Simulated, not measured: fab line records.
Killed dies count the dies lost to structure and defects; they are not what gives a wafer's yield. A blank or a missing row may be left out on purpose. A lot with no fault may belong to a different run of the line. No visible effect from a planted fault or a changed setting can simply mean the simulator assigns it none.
A struck lot beside a sound one -- flow sky130 -- 15 steps out of a route of 708
Sound: wafers L693.1, L693.2, L693.4. Wafers L706.4, L706.6 were the ones struck. The cause comes at the end.
Each step with rows lists, per side, the tool, then ch with its chambers, then its first start. Under that, the readings that differ: sound wafers -- struck wafers -- difference of the means -- sigmas: that difference in standard deviations of wafers without a fault.
alike: words and numbers the same on both sides, and readings whose means are apart by under 2 such deviations; not compared: readings that were withheld, readings missing a value for some wafer, numbers with overlapping values and no deviation given by the record, and bounds like >300 which may hide the same value.
Wherever a step has rows on one side only, a row that says differs or no value, or a row with sigmas, the two part there. Numbers that have no deviation but don't overlap get no sigmas and don't part them. Lack of a reading on every wafer of one side parts them only where that side has two or more wafers.

first, 1 step without rows for these wafers: SKY_VT_ADJUST_NCORE_DEVELOP_06 (develop time 60 s).
SKY_VT_ADJUST_NCORE_CD_MEAS_07 targets a cd of 380 nm.
  sound on cd-sem-02, day 9 13:13; struck on cd-sem-01, day 13 19:24
  alike: cd-nm
SKY_VT_ADJUST_NCORE_OVL_MEAS_08:
  sound on overlay-02, day 9 13:20; struck on overlay-01, day 13 19:29
  alike: VT_ADJUST_NCORE_OVL
next, for these wafers, 1 step has no rows: SKY_VT_ADJUST_NCORE_IMPLANT_09.
SKY_VT_ADJUST_NCORE_STRIP_10: strips in O2/N2.
  sound on plasma-asher-03 ch 0,1, day 9 13:31; struck on plasma-asher-04 ch 0,1, day 13 19:41
  alike: drypump-motor-current-A, oes-product-au, strip-time-to-endpoint-s
  not compared: rf-hours-counter-h
SKY_VT_ADJUST_NCORE_TW_MEAS_11:
  sound on film-metro-01, day 9 13:37; struck on film-metro-01, day 13 19:46
  alike: VT_ADJUST_NCORE_TW
then, 6 steps without rows for these wafers: SKY_VT_ADJUST_HVTR_DEHYDRATE_00 (time 60 s); SKY_VT_ADJUST_HVTR_HMDS_01 (prime time 60 s); SKY_VT_ADJUST_HVTR_COAT_02 (resist thk 1140 nm); SKY_VT_ADJUST_HVTR_SOFTBAKE_03 (time 60 s); SKY_VT_ADJUST_HVTR_EXPOSE_04 (exposes mask HVTRM, target cd 380 nm); SKY_VT_ADJUST_HVTR_PEB_05.
SKY_VT_ADJUST_HVTR_DEVELOP_06: develop time 60 s.
  sound on litho-track-01 ch 0, day 10 11:58; struck on litho-track-01 ch 0, day 14 22:32
SKY_VT_ADJUST_HVTR_CD_MEAS_07 targets a cd of 380 nm.
  sound on cd-sem-02, day 10 12:07; struck on cd-sem-02, day 14 22:57
reading,sound,struck,difference,sigmas
cd-nm (nm),384.0 382.8 384.5,400.5 400.0,+16.5,+6
  not compared: hold
SKY_VT_ADJUST_HVTR_OVL_MEAS_08:
  sound on overlay-02, day 10 12:14; struck on overlay-01, day 15 02:37
reading,sound,struck,difference,sigmas
hold,- - -,await-dispo/3.6h/release await-dispo/3.6h/release,no value on the sound wafers,
  alike: VT_ADJUST_HVTR_OVL

## WHERE THEY PART
First at SKY_VT_ADJUST_HVTR_CD_MEAS_07; last, within this record, at SKY_VT_ADJUST_HVTR_OVL_MEAS_08.

WHY: the cause the simulator had injected
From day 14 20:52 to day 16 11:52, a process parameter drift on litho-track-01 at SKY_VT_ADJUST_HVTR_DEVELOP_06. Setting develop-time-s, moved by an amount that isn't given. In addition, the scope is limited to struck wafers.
